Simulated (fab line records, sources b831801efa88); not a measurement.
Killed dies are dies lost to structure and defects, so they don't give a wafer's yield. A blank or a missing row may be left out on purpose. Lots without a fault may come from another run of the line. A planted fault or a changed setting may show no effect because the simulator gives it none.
One fault seen from 2 desks | flow gf180mcu | each desk has only its own numbers; what lay behind them comes last

THE TOOL OWNER'S DESK: pvd_sputter-03
The tool's own readings at GF_M4_SPUTTER_02 (material AlCu, target thk 450 nm, time 23.9 s): means of the sampled wafers that have a number, for each lot that ran on this tool. A lot is out of limits, marked OUT, if its mean lies more than 4 standard deviations from the usual mean; the brackets give that distance.
Columns: A = throttle_valve_pct at GF_M4_SPUTTER_02, usual 30.5 %
lot  | first seen here | A
L337 | day 24 20:01    | 29.3
L341 | day 26 08:36    | 30.1
L345 | day 27 09:28    | 29.2
L347 | day 27 18:30    | 29.4
This desk's finding: nothing out of limits on any of the 4 lots.

THE METROLOGY DESK
What the gauges read, lot by lot, whatever tool the lot ran on: means of the sampled wafers that have a number. A lot is out of limits, marked OUT, if its mean lies more than 4 standard deviations from the usual mean; the brackets give that distance.
Columns: A = V3_W_RS at GF_V3_RS_MEAS_24, usual 0.328 ohm/sq; B = V3_W_THK at GF_V3_THK_MEAS_25, usual 354 nm; C = M4_ALCU_RS at GF_M4_RS_MEAS_05, usual 0.0696 ohm/sq; D = M4_ALCU_THK at GF_M4_THK_MEAS_06, usual 448 nm; E = cd_nm at GF_M4_CD_MEAS_14, usual 280.2 nm; F = M4_OVL at GF_M4_OVL_MEAS_15, usual 3 nm
lot  | first seen here | A     | B   | C      | D   | E     | F
L337 | day 24 19:25    | 0.330 | 355 | 0.0691 | 453 | 279.6 | 5
L341 | day 26 08:02    | 0.325 | 358 | 0.0692 | 453 | 278.5 | 7
L345 | day 27 08:51    | 0.329 | 352 | 0.0695 | 444 | 279.5 | 2
L347 | day 27 17:57    | 0.334 | 348 | 0.0697 | 442 | 281.9 | 2
L348 | day 28 09:34    | 0.329 | 356 | 0.0700 | 449 | 279.4 | -4
L353 | day 29 23:01    | 0.333 | 342 | 0.0701 | 441 | 281.5 | 1
This desk's finding: nothing out of limits on any of the 6 lots.

PUT TOGETHER
The tool owner's desk saw nothing out of limits.
The metrology desk saw nothing out of limits.

WHAT THE SIMULATOR HAD PUT IN
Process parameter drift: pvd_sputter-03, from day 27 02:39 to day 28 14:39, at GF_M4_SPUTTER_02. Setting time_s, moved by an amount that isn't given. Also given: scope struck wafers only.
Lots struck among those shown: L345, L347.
